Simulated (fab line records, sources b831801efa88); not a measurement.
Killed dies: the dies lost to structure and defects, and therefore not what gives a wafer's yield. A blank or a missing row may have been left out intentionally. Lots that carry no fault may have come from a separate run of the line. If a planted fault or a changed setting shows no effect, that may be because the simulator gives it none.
fab line records	flow sky130
record lots=12	wafers=34	last_day=50
route steps=708 shown METAL4@635 METAL5@676 PASSIVATION@681 PAD_OPEN@708
lots with no fault: from the same line, run without faults
start_h: start of the lot's first displayed wafer, in hours after the record's first day	wait_h: time in hours since the lot's previous step	" unchanged from the row above	L1.1+2: several wafers, shown together as one row	- no value present, or no start provided	* or withheld: withheld	< > ~ a bound
route shown NAME@n: NAME is a module with steps in the file, n the number in the route of the first one	usual: the fault-free wafers' mean and standard deviation	same: alike in all rows	chamber/n: place in a boat	sites: per-site readings	_std_site: standard deviation of those values	_edge_site: outer sites' mean less inner sites'	radius_mm: for every site, how far away it sits from the centre of the wafer	mask NAME#n: copy n	behind: the most recent tool/chamber to have shaped the wafer	hold: why the lot was held/for how many hours/how that ended	device: transistor that didn't switch, given as n, p or np	end of line: the tests these same wafers got at the end of their route	for a step that has no rows: nothing shown but its recipe	killed: count of dies lost to structure and defects at first sort (not the wafer's yield)	map: shows each die of a wafer: x if killed, . if not, _ if none is there
set.NAME: the setting as run; set.NAME@STEP: as run at that earlier step	model.NAME: the simulator's own value behind a step, which no gauge read
a sample of lots followed through the steps of the route, with each step as a table and each wafer as a row
services: when a tool's chamber went out of use (start_h, in hours from the record's first day, below 0 if earlier), for how many hours, and the reason
## steps
# step SKY_METAL4_STRIP_19
# recipe chemistry=O2/N2	power_w=1400	pressure_mtorr=1500	platen_temp_c=withheld	o2_flow_sccm=3000	n2_flow_sccm=300	overash_fraction=0.5
# usual drypump_motor_current_A=5.6/0.48	n2_flow_sccm=300.0/0.85	o2_flow_sccm=2999/7.6	oes_product_au=0.505/0.0052	strip_time_to_endpoint_s=6.58/0.065
lot.wafer	tool	chamber	start_h	wait_h	drypump_motor_current_A	n2_flow_sccm	o2_flow_sccm	oes_product_au	rf_hours_counter_h	strip_time_to_endpoint_s
L312.1	plasma_asher-02	0	1011.84	0.1	4.8	299.7	3001	0.502	85	6.58
L312.2	"	1	"	"	5.8	300.3	2996	0.508	85	6.60
L312.5	"	0	"	"	4.8	299.3	3005	0.504	-	6.61
L316.1	plasma_asher-03	0	1044.85	0.1	5.7	300.2	3002	0.507	29	6.53
L316.3	"	1	"	"	6.1	300.2	2982	0.507	-	6.55
L316.6	"	0	"	"	5.7	300.5	3005	0.503	-	6.57
L318.3	plasma_asher-03	1	1047.48	0.1	6.2	298.7	2991	0.504	-	6.59
L318.4	"	0	"	"	5.7	299.2	2996	0.504	-	6.55
L318.6	"	1	"	"	6.2	300.2	3003	0.510	-	6.55
L319.1	plasma_asher-02	1	1059.10	0.1	5.8	300.8	3005	0.499	90	6.54
L319.4	"	1	"	"	5.8	301.6	3007	0.505	-	6.54
L319.5	"	1	"	"	5.8	301.5	2997	0.510	-	6.62
L320.2	plasma_asher-02	1	1059.75	0.1	5.8	298.6	2998	0.500	90	6.50
L320.3	"	1	"	"	5.8	299.1	3008	0.505	-	6.57
L320.4	"	0	"	"	4.8	300.0	3001	0.498	-	6.49
L321.1	plasma_asher-03	1	1068.70	0.1	6.2	299.5	3002	0.501	32	6.55
L321.3	"	0	"	"	5.6	299.7	3002	0.503	-	6.55
L321.4	"	1	"	"	6.2	300.6	3009	0.504	-	6.56
L323.3	plasma_asher-03	0	1077.58	0.1	5.7	300.6	2994	0.497	-	6.54
L323.4	"	1	"	"	6.2	300.7	2990	0.501	-	6.51
L323.6	"	0	"	"	5.7	299.8	3002	0.510	-	6.47
L324.6	plasma_asher-03	0	1082.41	0.1	5.7	299.7	3011	0.503	-	6.53
L326.2	plasma_asher-04	0	1098.44	0.1	6.0	300.3	2998	0.500	68	6.54
L326.3	"	0	"	"	6.0	298.8	3002	0.499	-	6.57
L326.6	"	0	"	"	6.0	298.6	2993	0.510	-	6.59
L327.1	plasma_asher-02	0	1109.84	0.1	4.8	298.4	3003	0.505	95	6.62
L327.3	"	1	"	"	5.8	301.1	3010	0.503	-	6.59
L327.5	"	1	"	"	5.8	300.0	3001	0.505	-	6.56
L329.1	plasma_asher-04	0	1111.25	0.1	6.0	299.5	2988	0.511	70	6.55
L329.2	"	1	"	"	5.9	300.3	2992	0.510	70	6.59
L329.4	"	0	"	"	6.0	300.4	2990	0.506	-	6.54
L330.1	plasma_asher-02	0	1115.60	0.1	4.8	299.4	2999	0.509	96	6.64
L330.2	"	1	"	"	5.8	299.8	2991	0.498	96	6.59
L330.4	"	0	"	"	4.8	299.0	2996	0.502	-	6.60
# step SKY_METAL5_METAL_ETCH_15
# recipe target_depth_a=12600	stop_on=SiO2	over_etch_frac=0.2	time_s=252	chemistry=Cl2/BCl3	resist_sidewall_deg=86	pressure_mtorr=10	icp_w=900	bias_w=48.5	Cl2_flow_sccm=60	bcl3_flow_sccm=30
# usual drypump_motor_current_A=5.6/0.34	oes_product_au=0.894/0.0049	throttle_valve_pct=22.264/0.008
lot.wafer	tool	chamber	start_h	wait_h	drypump_motor_current_A	oes_product_au	rf_hours_counter_h	throttle_valve_pct
L312.1	rie_metal-02	1	1058.95	0.0	5.6	0.898	7	22.251
L312.2	"	0	"	"	5.0	0.891	18	22.260
L312.5	"	0	"	"	5.0	0.892	-	22.261
L316.1	rie_metal-02	1	1088.90	0.0	5.6	0.893	10	22.246
L316.3	"	0	"	"	5.1	0.884	-	22.277
L316.6	"	1	"	"	5.5	0.901	-	22.252
L318.3	rie_metal-02	1	1092.33	0.1	5.5	0.901	-	22.269
L318.4	"	0	"	"	5.0	0.887	-	22.267
L318.6	"	0	"	"	5.0	0.894	-	22.266
L319.1	rie_metal-03	0	1103.50	0.0	5.8	0.892	17	22.270
L319.4	"	1	"	"	5.4	0.894	-	22.258
L319.5	"	0	"	"	5.8	0.885	-	22.253
L320.2	rie_metal-03	1	1104.90	0.0	5.4	0.890	22	22.273
L320.3	"	0	"	"	5.8	0.895	-	22.273
L320.4	"	1	"	"	5.4	0.904	-	22.257
L321.1	rie_metal-03	1	1112.88	0.0	5.4	0.900	23	22.255
L321.3	"	0	"	"	5.8	0.887	-	22.275
L321.4	"	1	"	"	5.4	0.894	-	22.264
L323.3	rie_metal-03	1	1119.25	0.1	5.4	0.885	-	22.268
L323.4	"	0	"	"	5.8	0.896	-	22.263
L323.6	"	0	"	"	5.8	0.892	-	22.257
L324.6	rie_metal-03	1	1125.21	0.2	5.4	0.900	-	22.273
L326.2	rie_metal-01	0	1139.33	0.0	6.1	0.893	25	22.266
L326.3	"	1	"	"	5.7	0.886	-	22.265
L326.6	"	1	"	"	5.8	0.890	-	22.267
L327.1	rie_metal-01	1	1150.48	0.1	5.7	0.897	24	22.262
L327.3	"	1	"	"	5.7	0.902	-	22.264
L327.5	"	1	"	"	5.7	0.891	-	22.263
L329.1	rie_metal-03	1	1151.90	0.0	5.4	0.893	27	22.255
L329.2	"	0	"	"	5.8	0.884	22	22.271
L329.4	"	0	"	"	5.8	0.898	-	22.247
L330.1	rie_metal-02	1	1156.69	0.0	5.5	0.899	16	22.242
L330.2	"	0	"	"	5.0	0.901	26	22.261
L330.4	"	1	"	"	5.5	0.896	-	22.246
# step SKY_PASSIVATION_CVD_00
# recipe material=SiO2	target_thk_nm=90	temp_c=400	time_s=withheld	rf_w=600
# usual heater_power_w=666/110	rf_fwd_power_W=588/3.1
lot.wafer	tool	chamber	start_h	wait_h	heater_power_w	rf_fwd_power_W
L312.1	pecvd-01	1	1059.78	0.0	630	590
L312.2	"	0	"	"	682	589
L312.5	"	1	"	"	612	589
L316.1	pecvd-04	0	1089.74	0.0	513	584
L316.3	"	1	"	"	928	590
L316.6	"	0	"	"	527	583
L318.3	pecvd-02	0	1093.08	0.0	867	587
L318.4	"	2	"	"	640	591
L318.6	"	1	"	"	675	589
L319.1	pecvd-02	2	1104.36	0.0	578	593
L319.4	"	1	"	"	593	589
L319.5	"	1	"	"	621	589
L320.2	pecvd-01	0	1105.76	0.0	656	590
L320.3	"	2	"	"	702	585
L320.4	"	1	"	"	716	588
L321.1	pecvd-04	2	1113.76	0.0	571	587
L321.3	"	0	"	"	650	585
L321.4	"	2	"	"	547	586
L323.3	pecvd-04	1	1120.00	0.0	904	591
L323.4	"	1	"	"	857	588
L323.6	"	0	"	"	621	582
L324.6	pecvd-02	0	1126.24	0.0	885	591
L326.2	pecvd-04	0	1140.51	0.0	644	586
L326.3	"	1	"	"	810	588
L326.6	"	2	"	"	579	587
L327.1	pecvd-02	1	1151.55	0.0	686	588
L327.3	"	0	"	"	876	586
L327.5	"	2	"	"	648	591
L329.1	pecvd-04	0	1152.73	0.0	565	583
L329.2	"	1	"	"	853	591
L329.4	"	1	"	"	840	589
L330.1	pecvd-02	2	1157.61	0.0	624	591
L330.2	"	0	"	"	868	590
L330.4	"	1	"	"	614	589
# step SKY_PASSIVATION_CVD_02
# recipe material=Si3N4	target_thk_nm=540	temp_c=400	time_s=withheld	rf_w=450
# usual heater_power_w=716/110	rf_fwd_power_W=449.2/1.2
lot.wafer	tool	chamber	start_h	wait_h	heater_power_w	rf_fwd_power_W
L312.1	pecvd-04	1	1059.86	0.1	842	450.2
L312.2	"	0	"	"	626	449.3
L312.5	"	0	"	"	646	448.4
L316.1	pecvd-01	0	1089.82	0.1	678	450.1
L316.3	"	2	"	"	742	449.0
L316.6	"	2	"	"	735	448.4
L318.3	pecvd-04	0	1093.16	0.0	592	446.2
L318.4	"	0	"	"	639	447.2
L318.6	"	2	"	"	588	449.6
L319.1	pecvd-04	1	1104.45	0.1	887	448.5
L319.4	"	0	"	"	714	448.2
L319.5	"	1	"	"	908	450.5
L320.2	pecvd-04	0	1105.84	0.0	506	630.8
L320.3	"	1	"	"	933	449.1
L320.4	"	1	"	"	908	448.9
L321.1	pecvd-02	0	1113.84	0.1	781	449.3
L321.3	"	2	"	"	615	450.2
L321.4	"	1	"	"	723	448.5
L323.3	pecvd-02	0	1120.08	0.0	770	448.2
L323.4	"	0	"	"	837	448.7
L323.6	"	2	"	"	699	450.1
L324.6	pecvd-04	0	1126.42	0.1	594	629.9
L326.2	pecvd-02	0	1140.59	0.0	926	451.0
L326.3	"	1	"	"	718	451.2
L326.6	"	2	"	"	694	449.2
L327.1	pecvd-01	1	1151.63	0.1	727	449.9
L327.3	"	0	"	"	637	448.5
L327.5	"	0	"	"	684	447.8
L329.1	pecvd-02	0	1152.81	0.1	921	450.7
L329.2	"	1	"	"	609	448.7
L329.4	"	2	"	"	584	449.8
L330.1	pecvd-01	0	1157.69	0.1	700	447.6
L330.2	"	1	"	"	696	450.7
L330.4	"	1	"	"	733	447.6
# step SKY_PASSIVATION_THK_MEAS_03
# recipe reads=Si3N4_of_PASSIVATION_CVD_02
# usual PASSIVATION_CVD_02_THK=540/7.6
lot.wafer	tool	chamber	start_h	wait_h	PASSIVATION_CVD_02_THK[nm]
L312.1	film_metro-01	-	1060.09	-	536
L312.2	"	-	"	"	532
L312.5	"	-	"	"	549
L316.1	film_metro-04	-	1090.05	-	536
L316.3	"	-	"	"	542
L316.6	"	-	"	"	554
L318.3	film_metro-01	-	1093.40	-	529
L318.4	"	-	"	"	542
L318.6	"	-	"	"	550
L319.1	film_metro-01	-	1104.68	-	534
L319.4	"	-	"	"	539
L319.5	"	-	"	"	541
L320.2	film_metro-03	-	1106.08	-	590
L320.3	"	-	"	"	533
L320.4	"	-	"	"	543
L321.1	film_metro-04	-	1114.07	-	537
L321.3	"	-	"	"	534
L321.4	"	-	"	"	532
L323.3	film_metro-04	-	1120.33	-	538
L323.4	"	-	"	"	547
L323.6	"	-	"	"	542
L324.6	film_metro-03	-	1126.58	-	604
L326.2	film_metro-04	-	1140.82	-	538
L326.3	"	-	"	"	532
L326.6	"	-	"	"	543
L327.1	film_metro-04	-	1151.86	-	533
L327.3	"	-	"	"	533
L327.5	"	-	"	"	543
L329.1	film_metro-04	-	1153.04	-	527
L329.2	"	-	"	"	517
L329.4	"	-	"	"	536
L330.1	film_metro-01	-	1157.91	-	539
L330.2	"	-	"	"	537
L330.4	"	-	"	"	549
# step SKY_PAD_OPEN_PROBE_99
# usual killed_at_M0_to_M3=43/7.2	killed_at_M4_up=3.2/1.8	killed_at_contacts=23/5.6	killed_at_front_end=15/4.6	killed_at_other=0.3/0.71	killed_dies=85/10	killed_open=46/7.8	killed_short=38/6.5
# same gross_dies=492	killed_at_back_side=0
lot.wafer	tool	chamber	start_h	wait_h	killed_at_M0_to_M3	killed_at_M4_up	killed_at_contacts	killed_at_front_end	killed_at_other	killed_dies	killed_open	killed_short
L318.3	prober-01	-	1134.95	0.2	30	3	24	19	0	76	41	35
L318.4	prober-01	-	1135.00	0.2	48	1	23	18	0	90	57	33
L318.6	prober-01	-	1135.10	0.2	44	1	17	15	0	77	40	37
L324.6	prober-01	-	1165.69	0.2	41	4	27	17	1	90	44	44
L326.2	prober-01	-	1177.88	0.1	43	5	22	7	0	77	42	35
L326.3	prober-01	-	1177.93	0.2	48	3	25	12	0	88	58	30
L326.6	prober-01	-	1178.08	0.2	34	2	21	14	1	72	45	27
L329.1	prober-02	-	1189.16	0.1	36	1	20	21	0	78	44	34
L329.2	prober-02	-	1189.21	0.1	40	4	22	18	2	86	41	45
L329.4	prober-02	-	1189.31	0.2	29	2	9	12	1	53	29	24
L330.2	prober-01	-	1194.23	0.1	48	5	17	10	0	80	40	39
L330.4	prober-01	-	1194.33	0.2	37	3	9	16	1	66	39	27
# killed by level:class
L318.3 LI_CONTACT:geometric_particle:open=7 FIELD_ISO:geometric_particle:open=5 CONTACT:geometric_particle:open=5 VIA2:geometric_particle:open=5 FIELD_ISO:geometric_particle:short=4 LI_CONTACT:geometric_particle:short=4 CONTACT:geometric_particle:short=4 VIA1:geometric_particle:open=4
L318.4 VIA2:geometric_particle:open=11 VIA3:geometric_particle:open=10 CONTACT:geometric_particle:open=9 VIA1:geometric_particle:open=7 POLY_GATE:geometric_particle:open=5 METAL1:geometric_particle:open=4 LI_CONTACT:geometric_particle:open=4 CONTACT:geometric_particle:short=4
L318.6 VIA1:geometric_particle:open=9 VIA3:geometric_particle:open=8 CONTACT:geometric_particle:open=6 POLY_GATE:geometric_particle:short=5 VIA2:geometric_particle:open=5 LOCAL_INTERCONNECT:geometric_particle:short=5 VIA2:geometric_particle:short=5 VIA1:geometric_particle:short=4
L324.6 CONTACT:geometric_particle:open=10 VIA1:geometric_particle:open=8 METAL2:geometric_particle:short=6 LI_CONTACT:geometric_particle:open=6 POLY_GATE:geometric_particle:open=5 VIA2:geometric_particle:short=5 VIA3:geometric_particle:open=5 LOCAL_INTERCONNECT:geometric_particle:short=4
L326.2 VIA1:geometric_particle:open=11 CONTACT:geometric_particle:open=8 VIA2:geometric_particle:open=8 CONTACT:geometric_particle:short=6 METAL2:geometric_particle:short=5 LOCAL_INTERCONNECT:geometric_particle:short=4 VIA3:geometric_particle:open=4 LI_CONTACT:geometric_particle:open=3
L326.3 CONTACT:geometric_particle:open=13 VIA1:geometric_particle:open=13 VIA3:geometric_particle:open=9 VIA1:geometric_particle:short=8 LI_CONTACT:geometric_particle:open=7 POLY_GATE:geometric_particle:open=5 METAL2:geometric_particle:short=4 FIELD_ISO:geometric_particle:short=3
L326.6 VIA1:geometric_particle:open=12 LI_CONTACT:geometric_particle:open=9 CONTACT:geometric_particle:short=5 CONTACT:geometric_particle:open=5 FIELD_ISO:geometric_particle:short=4 VIA3:geometric_particle:open=4 POLY_GATE:geometric_particle:open=3 VIA1:geometric_particle:short=3
L329.1 CONTACT:geometric_particle:open=9 VIA1:geometric_particle:open=8 VIA3:geometric_particle:open=8 FIELD_ISO:geometric_particle:short=5 POLY_GATE:geometric_particle:open=5 METAL1:geometric_particle:short=5 FIELD_ISO:geometric_particle:open=4 LOCAL_INTERCONNECT:geometric_particle:short=4
L329.2 CONTACT:geometric_particle:open=9 VIA2:geometric_particle:open=7 FIELD_ISO:geometric_particle:short=6 VIA3:geometric_particle:open=6 VIA1:geometric_particle:open=5 METAL2:geometric_particle:short=5 POLY_GATE:geometric_particle:short=4 LI_CONTACT:geometric_particle:open=4
L329.4 VIA1:geometric_particle:open=6 VIA2:geometric_particle:open=6 METAL1:geometric_particle:short=5 VIA3:geometric_particle:open=5 FIELD_ISO:geometric_particle:short=4 CONTACT:geometric_particle:open=4 FIELD_ISO:geometric_particle:open=3 POLY_GATE:geometric_particle:open=2
L330.2 VIA1:geometric_particle:open=13 VIA2:geometric_particle:open=6 METAL2:geometric_particle:short=6 METAL3:geometric_particle:short=6 LI_CONTACT:geometric_particle:open=5 VIA2:geometric_particle:short=5 VIA3:geometric_particle:open=5 VIA3:geometric_particle:short=4
L330.4 VIA1:geometric_particle:open=11 VIA3:geometric_particle:open=5 VIA2:geometric_particle:open=5 POLY_GATE:geometric_particle:open=4 POLY_GATE:geometric_particle:short=4 METAL2:geometric_particle:short=4 FIELD_ISO:geometric_particle:short=3 FIELD_ISO:geometric_particle:open=3
## services
tool	chamber	start_h	hours	kind
pecvd-04	1	991.38	2.1	scheduled_down
pecvd-02	1	999.38	-	clean
pecvd-02	1	999.38	-	consumable_replace:showerhead
pecvd-02	1	999.38	29.0	scheduled_down
pecvd-02	1	999.38	29.0	vent_cycle
rie_metal-02	-	1002.41	0.1	repair
rie_metal-02	0	1005.71	1.6	repair
pecvd-01	2	1008.55	4.6	scheduled_down
rie_metal-01	1	1027.81	12.4	repair
rie_metal-01	-	1050.84	0.1	repair
pecvd-02	2	1056.04	5.1	repair
rie_metal-02	-	1059.96	1.4	pm
pecvd-02	-	1082.08	2.8	pm
plasma_asher-03	-	1091.59	3.1	repair
pecvd-01	2	1099.56	2.1	scheduled_down
pecvd-02	0	1102.09	10.3	repair
plasma_asher-03	-	1111.84	4.3	pm
plasma_asher-04	-	1118.71	14.6	pm
pecvd-01	-	1124.41	2.8	pm
plasma_asher-04	-	1133.31	2.8	pm
plasma_asher-03	-	1140.41	1.0	repair
rie_metal-01	0	1141.45	-	clean
rie_metal-01	0	1141.45	-	consumable_replace:focus_ring
plasma_asher-02	-	1143.26	1.8	repair
## key
first_sign step=SKY_PASSIVATION_CVD_02	reading=rf_fwd_power_W	direction=up	sigmas=99+	usual=449.2	struck=630.4
effect step=SKY_PASSIVATION_THK_MEAS_03	reading=PASSIVATION_CVD_02_THK	direction=up	sigmas=7.4	usual=540	struck=597
met_at SKY_PASSIVATION_CVD_02
struck_lots L320,L324
struck_wafers L320.2,L324.6
tester_left_out L324
not_acting_at SKY_METAL4_STRIP_19,SKY_METAL5_METAL_ETCH_15,SKY_PASSIVATION_CVD_00
onset_between 1104.45 1105.84
earlier_fault kind=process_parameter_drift	tool=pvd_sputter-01	chamber=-	onset_h=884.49	steps=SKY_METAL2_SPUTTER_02	channel=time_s	offset=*	shape=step	acts_in=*	stated=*	scope=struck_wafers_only
earlier_fault kind=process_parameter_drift	tool=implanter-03	chamber=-	onset_h=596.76	steps=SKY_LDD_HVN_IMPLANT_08	channel=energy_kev	offset=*	shape=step	end_h=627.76	acts_in=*	stated=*
fault kind=process_parameter_drift	tool=pecvd-04	chamber=0	onset_h=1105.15	steps=SKY_PASSIVATION_CVD_02	channel=rf_w	offset=180	shape=step	acts_in=these_recipes_only	stated=450
# tester_left_out: of these lots the tester's yield and bins aren't shown, on N5 and GAA mostly nor the transistor test; their killed dies are dies lost to structure and defects alone, not to doping, threshold or leakage, so they don't give the yield
